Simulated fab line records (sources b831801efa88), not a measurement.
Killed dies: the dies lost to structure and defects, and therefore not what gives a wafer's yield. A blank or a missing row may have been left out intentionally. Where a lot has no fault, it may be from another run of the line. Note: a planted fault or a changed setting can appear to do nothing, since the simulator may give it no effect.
Matching of chambers | flow sky130 | SKY_FIELD_ISO_ETCH_17 on rie_si-02: 4 sister chambers
The step etches Si in HBr/Cl2/O2, target depth 342 nm, time 97.7 s. 7 wafers are shown with their chamber, then 8 later ones without.

WAFERS, EACH WITH ITS CHAMBER
wafer  | chamber | throttle_valve_pct (%) | oes_product_au (a.u.)
L941.5 | 2       | 25.647                 | 1.010
L945.1 | 3       | 25.649                 | 0.993
L945.5 | 3       | 25.646                 | 0.991
L948.2 | 1       | 25.642                 | 1.001
L948.3 | 0       | 25.650                 | 0.992
L948.5 | 2       | 25.650                 | 0.997
L949.2 | 0       | 25.649                 | 1.004

WAFERS WHOSE CHAMBER IS MISSING
wafer  | throttle_valve_pct (%) | oes_product_au (a.u.)
L949.4 | 25.656                 | 0.997
L949.6 | 25.662                 | 0.995
L955.1 | 25.661                 | 0.999
L955.3 | 25.663                 | 1.005
L955.6 | 25.650                 | 1.006
L958.3 | 25.661                 | 1.001
L958.5 | 25.640                 | 1.015
L958.6 | 25.640                 | 1.010

WHICH CHAMBER EACH ONE RAN IN
wafer  | from the rows above          | in truth
L949.4 | can't be placed: 0 or 2 or 3 | 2
L949.6 | can't be placed: 0 or 2 or 3 | 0
L955.1 | can't be placed: 0 or 2 or 3 | 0
L955.3 | can't be placed: 0 or 2 or 3 | 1
L955.6 | can't be placed: 2 or 0 or 3 | 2
L958.3 | can't be placed: 0 or 2 or 3 | 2
L958.5 | 1                            | 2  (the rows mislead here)
L958.6 | 1                            | 1
1 of 8 placed correctly. Not placeable from these rows: 6 (in 5, the candidates include the true chamber). Number placed wrongly: 1.
How it was worked out, from the rows above alone: a wafer's distance from a chamber is the root of the sum, over the readings, of the square of ((its reading less the chamber's mean) divided by the reading's scatter). If the next closest chamber is less than 2 further off than the closest, the wafer can't be placed; otherwise it belongs to the closest. A chamber's mean is the mean of its shown wafers. The scatter: the root of (the sum of the squares of (reading less its chamber's mean) over the shown wafers, divided by (wafers less chambers)).
